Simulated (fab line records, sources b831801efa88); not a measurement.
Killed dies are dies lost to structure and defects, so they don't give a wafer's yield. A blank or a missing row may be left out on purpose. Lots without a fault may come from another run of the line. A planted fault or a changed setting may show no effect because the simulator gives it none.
Chamber matching | flow gf180mcu | GF_V5_CMP_26 on cmp-01: 4 sister chambers
The step polishes, stops on SiO2, t overpolish 15 s, target thk 0 nm. 8 wafers are shown with their chamber, then 9 later ones without.

WAFERS WITH THEIR CHAMBER
wafer  | chamber | motor_current_A (A) | time_to_endpoint_s (s)
L138.3 | 2       | 9.9                 | 88.0
L138.6 | 2       | 9.9                 | 85.4
L144.1 | 3       | 10.8                | 80.9
L144.2 | 1       | 10.4                | 87.0
L144.6 | 0       | 9.4                 | 88.1
L147.1 | 3       | 10.0                | 86.3
L147.2 | 1       | 10.2                | 89.8
L147.3 | 0       | 9.5                 | 84.8

WAFERS WITHOUT THEIR CHAMBER
wafer  | motor_current_A (A) | time_to_endpoint_s (s)
L155.4 | 9.2                 | 82.8
L155.5 | 9.8                 | 82.3
L155.6 | 10.7                | 82.4
L156.1 | 9.6                 | 83.4
L156.3 | 10.7                | 83.1
L156.4 | 10.7                | 88.1
L157.3 | 10.5                | 86.0
L157.5 | 10.1                | 87.2
L157.6 | 9.6                 | 86.9

WHICH CHAMBER EACH WENT THROUGH
wafer  | from the rows above               | in truth
L155.4 | can't be placed: 0 or 2           | 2
L155.5 | can't be placed: 2 or 0 or 3 or 1 | 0
L155.6 | can't be placed: 3 or 1           | 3
L156.1 | can't be placed: 0 or 2 or 3 or 1 | 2
L156.3 | can't be placed: 3 or 1           | 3
L156.4 | can't be placed: 1 or 3 or 2      | 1
L157.3 | can't be placed: 3 or 1 or 2      | 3
L157.5 | can't be placed: 2 or 1 or 3 or 0 | 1
L157.6 | can't be placed: 0 or 2 or 1      | 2
Placed correctly: 0 of 9. Can't be placed from these rows: 9 (the true chamber is among the candidates in 9). Placed wrongly: 0.
How it was worked out, from the rows above alone: a wafer's distance from a chamber is the root of the sum, over the readings, of the square of ((its reading less the chamber's mean) divided by the reading's scatter). The wafer belongs to the nearest chamber; if the next one is less than 2 further off, it can't be placed. A chamber's mean is the mean of its shown wafers. The scatter: the root of (the sum of the squares of (reading less its chamber's mean) over the shown wafers, divided by (wafers less chambers)).
